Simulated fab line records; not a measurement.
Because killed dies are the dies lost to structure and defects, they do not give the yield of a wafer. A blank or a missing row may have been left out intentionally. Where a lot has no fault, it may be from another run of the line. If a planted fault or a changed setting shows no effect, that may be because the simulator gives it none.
Which tool did it? | flow sky130 | 11 lots with 33 wafers sampled at 6 steps, on a route of 708 steps

WHAT EACH GAUGE READ, for each wafer
SKY_VIA4_THK_MEAS_01.
lot  | measured     | on            | VIA4_HDPCVD_THK (nm)
L489 | day 42 17:21 | film_metro-02 | 1737 1755 1753
L491 | day 42 18:04 | film_metro-01 | 1740 1747 1766
L495 | day 44 06:38 | film_metro-01 | 1732 1748 1756
L498 | day 44 10:52 | film_metro-03 | 1747 1758 1756
L497 | day 44 11:49 | film_metro-03 | 1748 1761 1766
L499 | day 44 13:02 | film_metro-01 | 1759 1756 1781
L500 | day 45 02:05 | film_metro-03 | 1747 1757 1735
L503 | day 45 18:13 | film_metro-01 | 1776 1777 1786
L504 | day 46 05:33 | film_metro-03 | 1750 1750 1740
L509 | day 47 22:22 | film_metro-03 | 1779 1754 1761
L510 | day 48 19:56 | film_metro-03 | 1738 1754 1737

SKY_PASSIVATION_THK_MEAS_03.
lot  | measured     | on            | PASSIVATION_CVD_02_THK (nm)
L489 | day 44 16:53 | film_metro-04 | 536 537 540
L491 | day 44 17:32 | film_metro-02 | 525 533 533
L495 | day 46 03:47 | film_metro-02 | 534 525 541
L498 | day 46 08:04 | film_metro-02 | 539 549 551
L497 | day 46 09:50 | film_metro-01 | 531 535 547
L499 | day 46 11:03 | film_metro-01 | 536 250 534
L500 | day 46 22:23 | film_metro-04 | 535 547 263
L503 | day 47 12:44 | film_metro-01 | 538 541 543
L504 | day 48 01:02 | film_metro-02 | 533 543 540
L509 | day 49 13:02 | film_metro-01 | 531 535 544
L510 | day 50 07:43 | film_metro-04 | 528 534 530

SKY_PAD_OPEN_BOW_MEAS_13.
lot  | measured     | on            | PAD_OPEN_BOW (um)
L489 | day 46 12:48 | film_metro-03 | 48 60 55
L491 | day 46 14:00 | film_metro-02 | 48 53 50
L495 | day 47 22:46 | film_metro-04 | 50 52 43
L498 | day 48 02:52 | film_metro-02 | 42 60 48
L497 | day 48 03:50 | film_metro-04 | 40 46 44
L499 | day 48 05:10 | film_metro-02 | 45 36 43
L500 | day 48 15:14 | film_metro-03 | 53 35 43
L503 | day 49 05:47 | film_metro-04 | 53 39 58
L504 | day 49 14:15 | film_metro-03 | 51 54 45
L509 | day 50 23:49 | film_metro-03 | 69 54 54
L510 | day 51 17:21 | film_metro-02 | 36 40 49

WHICH TOOL RAN EACH LOT (tool, then ch and the chambers of the sampled wafers, then the start)
lot  | SKY_METAL3_ETCH_17                 | SKY_PASSIVATION_CVD_02          | SKY_PASSIVATION_ETCH_11
L489 | rie_diel-02 ch 0,1,2, day 39 14:52 | pecvd-02 ch 0,1,2, day 44 16:38 | rie_diel-04 ch 1,2, day 45 13:19
L491 | rie_diel-01 ch 1,2,3, day 39 17:08 | pecvd-04 ch 0,2, day 44 17:11   | rie_diel-02 ch 1,2, day 45 15:07
L495 | rie_diel-01 ch 1,3, day 40 18:33   | pecvd-04 ch 0,2, day 46 03:34   | rie_diel-01 ch 0,1,2, day 47 00:58
L498 | rie_diel-04 ch 1,3, day 41 06:07   | pecvd-01 ch 0,2, day 46 07:49   | rie_diel-04 ch 0,3, day 47 04:13
L497 | rie_diel-04 ch 0,3, day 41 08:56   | pecvd-01 ch 1,2, day 46 09:37   | rie_diel-01 ch 1,2, day 47 06:19
L499 | rie_diel-02 ch 1,2,3, day 41 10:15 | pecvd-01 ch 0,1,2, day 46 10:49 | rie_diel-02 ch 0,2,3, day 47 07:10
L500 | rie_diel-01 ch 0,3, day 42 02:33   | pecvd-01 ch 0,1,2, day 46 22:09 | rie_diel-02 ch 2,3, day 47 18:10
L503 | rie_diel-01 ch 0,2, day 42 20:56   | pecvd-02 ch 1,2, day 47 12:29   | rie_diel-02 ch 2,3, day 48 08:49
L504 | rie_diel-02 ch 0,3, day 43 06:08   | pecvd-04 ch 0,1, day 48 00:49   | rie_diel-04 ch 1,2,3, day 48 19:04
L509 | rie_diel-04 ch 0,1,3, day 45 03:48 | pecvd-04 ch 0,1,2, day 49 12:49 | rie_diel-02 ch 0,1, day 50 05:52
L510 | rie_diel-04 ch 0,1,2, day 46 03:36 | pecvd-01 ch 1,2, day 50 07:22   | rie_diel-02 ch 0,1,2, day 50 22:58
- SKY_METAL3_ETCH_17: etches SiO2 in C4F8/O2/Ar, stops on TiN, time 3.9 s, target depth 15 nm.
- SKY_PASSIVATION_CVD_02: deposits Si3N4, target thk 540 nm.
- SKY_PASSIVATION_ETCH_11: etches the open film in CF4/O2, stops on AlCu, target depth 725 nm, time 161.1 s.

AS READ BY THE TOOLS THEMSELVES (means over the sampled wafers that have a number; for cases with no such wafer, the mark the record gives instead)
SKY_METAL3_ETCH_17.
lot  | tool        | oes_product_au (a.u.)
L489 | rie_diel-02 | 0.760
L491 | rie_diel-01 | 0.754
L495 | rie_diel-01 | 0.753
L498 | rie_diel-04 | 0.761
L497 | rie_diel-04 | 0.763
L499 | rie_diel-02 | 0.752
L500 | rie_diel-01 | 0.764
L503 | rie_diel-01 | 0.757
L504 | rie_diel-02 | 0.751
L509 | rie_diel-04 | 0.755
L510 | rie_diel-04 | 0.751

SKY_PASSIVATION_CVD_02.
lot  | tool     | heater_power_outer_w (W) | heater_power_w (W)
L489 | pecvd-02 | 428                      | 728
L491 | pecvd-04 | 521                      | 874
L495 | pecvd-04 | 418                      | 727
L498 | pecvd-01 | 330                      | 590
L497 | pecvd-01 | 347                      | 603
L499 | pecvd-01 | 341                      | 598
L500 | pecvd-01 | 357                      | 624
L503 | pecvd-02 | 443                      | 732
L504 | pecvd-04 | 396                      | 679
L509 | pecvd-04 | 428                      | 744
L510 | pecvd-01 | 362                      | 634

SKY_PASSIVATION_ETCH_11.
lot  | tool        | drypump_motor_current_A (A) | oes_product_au (a.u.) | throttle_valve_pct (%)
L489 | rie_diel-04 | 5.8                         | 0.976                 | 5.960
L491 | rie_diel-02 | 5.9                         | 0.967                 | 5.965
L495 | rie_diel-01 | 5.4                         | 0.973                 | 5.963
L498 | rie_diel-04 | 6.3                         | 0.983                 | 5.961
L497 | rie_diel-01 | 5.0                         | 0.979                 | 5.969
L499 | rie_diel-02 | 5.8                         | 0.894                 | 5.943
L500 | rie_diel-02 | 5.7                         | 0.897                 | 5.938
L503 | rie_diel-02 | 5.7                         | 0.975                 | 5.972
L504 | rie_diel-04 | 6.1                         | 0.976                 | 5.968
L509 | rie_diel-02 | 5.9                         | 0.974                 | 5.970
L510 | rie_diel-02 | 5.9                         | 0.969                 | 5.962

THE ANSWER, worked out from the rows above alone
Rule: the lots themselves supply what counts as usual. Put in order of their means at a reading, lots are off if they are a third of the lots or fewer, leave a main group of 4 or more, and stand apart from it by a gap of 3 or more times the standard deviation of the main group's means; of several such gaps the widest counts. A main group is skipped when, at the precision printed for the reading in the tables above, its means are all equal. Also off: a lot with no number at a reading for which 4 or more lots have one. Any other lot the step has rows for is counted as sound. After the gauges, taken in route order, come the tools' own readings; for these a lot's mean is taken, as printed above. At the first step where some lot is off, the reading lying furthest off is the one used; lots without a number count as furthest.
Off: L499, L500, at SKY_PASSIVATION_THK_MEAS_03 (PASSIVATION_CVD_02_THK). The main group has a mean of 537 nm with a standard deviation of 4.7.
If a tool, at a process step before that reading, ran all the lots that are off and no sound lot after the first of them, it fits. Not tried: the gauges at SKY_PASSIVATION_THK_MEAS_03; whatever is off there is also off at SKY_PASSIVATION_ETCH_11, on other tools, and gauge error can't account for it. None of those tried fits.

WHAT THE SIMULATOR HAD INSERTED
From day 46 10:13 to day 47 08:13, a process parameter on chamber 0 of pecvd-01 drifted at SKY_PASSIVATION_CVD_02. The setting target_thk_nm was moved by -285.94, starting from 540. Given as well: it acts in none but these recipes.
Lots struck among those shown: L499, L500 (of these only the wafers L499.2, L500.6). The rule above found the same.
